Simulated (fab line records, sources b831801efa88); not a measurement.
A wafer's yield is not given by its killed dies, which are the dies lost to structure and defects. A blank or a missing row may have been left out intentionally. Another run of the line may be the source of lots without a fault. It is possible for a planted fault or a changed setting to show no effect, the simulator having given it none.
Comparing a struck lot with a sound one || flow sky130 || 15 steps out of a route of 708
Sound: the wafers L757.3, L757.4, L757.6. Struck: wafer L766.6 (left out: L766.1, L766.4 of the same lot, which were not struck); the cause appears at the end.
At each step with rows: each side's tool, then ch and its chambers, then its first start. Under that, the readings that differ: sound wafers || struck wafers || difference of the means || sigmas: that difference in standard deviations of wafers without a fault.
alike: readings with means less than 2 such deviations apart, plus words and numbers identical on both sides. not compared: withheld readings, readings lacking a value on some wafer, bounds such as >300 that could conceal the same value, and numbers that have no deviation in the record and whose values overlap.
The two part at a step that has a row with sigmas, a row that says differs or no value, or rows on one side only. Non-overlapping numbers with no deviation appear without sigmas and do not part them. A reading missing from all wafers of one side parts the sides only when that side holds two or more wafers.

first, 3 steps without rows for these wafers: SKY_LI_CONTACT_EXPOSE_09 (exposes mask LICM1, target cd 170 nm); SKY_LI_CONTACT_PEB_10; SKY_LI_CONTACT_DEVELOP_11 (develop time 60 s).
SKY_LI_CONTACT_CD_MEAS_12: the cd target is 170 nm.
  sound on cd-sem-02 at day 29 02:49; struck on cd-sem-02 at day 32 03:33
  alike: cd-nm
SKY_LI_CONTACT_OVL_MEAS_13:
  sound on overlay-02 at day 29 02:54; struck on overlay-01 at day 32 03:40
  alike: LI_CONTACT_OVL
SKY_LI_CONTACT_ETCH_14: etches BARC in N2/H2, stops on SiO2, time 45.9 s, target depth 60 nm.
  sound on rie-diel-03 ch 1,2,3, day 29 02:56; struck on rie-diel-03 ch 2, day 32 03:42
  alike: drypump-motor-current-A, oes-product-au, throttle-valve-pct
  not compared: rf-hours-counter-h
SKY_LI_CONTACT_ETCH_15: etches PSG in C4F8/O2/Ar, stops on Si, target depth 600 nm.
  sound on rie-diel-03 ch 1,2,3, day 29 02:58; struck on rie-diel-03 ch 2, day 32 03:45
  alike: oes-product-au
SKY_LI_CONTACT_STRIP_16: strips in O2/N2.
  sound on plasma-asher-01 ch 0,1, day 29 03:05; struck on plasma-asher-01 ch 0, day 32 03:50
  alike: drypump-motor-current-A, oes-product-au, strip-time-to-endpoint-s
  not compared: rf-hours-counter-h
then, 2 steps without rows for these wafers: SKY_LI_CONTACT_CLEAN_17 (cleans in NMP, time 600 s); SKY_LI_CONTACT_PRE_CLEAN_18 (time 5.6 s).
SKY_LI_CONTACT_SPUTTER_19: material Ti, target thk 20 nm, time 106.37 s.
  sound on pvd-sputter-02 at day 29 03:23; struck on pvd-sputter-04 at day 32 04:10
{"reading": "substrate-temp-c (C)", "sound": "200.27 200.09 200.50", "struck": 199.76, "difference": -0.53, "sigmas": -4}
  alike: throttle-valve-pct
SKY_LI_CONTACT_SPUTTER_20: material TiN, target thk 20 nm, time 80 s.
  sound on pvd-sputter-02 at day 29 03:28; struck on pvd-sputter-04 at day 32 04:14
  alike: throttle-valve-pct
SKY_LI_CONTACT_CVD_21: deposits W, target thk 400 nm, time 120.56 s.
  sound on cvd-w-01 ch 0,1, day 29 03:34; struck on cvd-w-02 ch 1, day 32 04:18
{"reading": "heater-power-w (W)", "sound": "799 757 739", "struck": 884, "difference": "+119", "sigmas": "+2"}
{"reading": "model.W_of_LI_CONTACT_CVD_21.thk-nm (nm)", "sound": "396.5 405.4 406.4", "struck": 409.3, "difference": "+6.5", "sigmas": ""}
SKY_LI_CONTACT_RS_MEAS_22: measures by four-point-probe.
  sound on film-metro-04 at day 29 03:41; struck on film-metro-04 at day 32 04:25
  alike: LI_CONTACT_W_RS
-- here the record skips 16 days between the struck wafers' starts before and after, leaving off in module LI_CONTACT and picking up in module PAD_OPEN (first step shown: number 708 of the route) --
SKY_PAD_OPEN_PROBE_99:
  sound on prober-02 at day 45 20:44; struck on prober-02 at day 48 03:17
  alike: killed_at_M0_to_M3, killed_at_M4_up, killed-at-contacts, killed-at-front-end, killed-at-other, killed-dies, killed-open, killed-short

== WHERE THEY PART ==
At SKY_LI_CONTACT_SPUTTER_19 first; at SKY_LI_CONTACT_CVD_21 last (within this record only). Later steps at which nothing parts them and some readings are alike: SKY_LI_CONTACT_RS_MEAS_22, SKY_PAD_OPEN_PROBE_99.

WHY: what had been put in by the simulator
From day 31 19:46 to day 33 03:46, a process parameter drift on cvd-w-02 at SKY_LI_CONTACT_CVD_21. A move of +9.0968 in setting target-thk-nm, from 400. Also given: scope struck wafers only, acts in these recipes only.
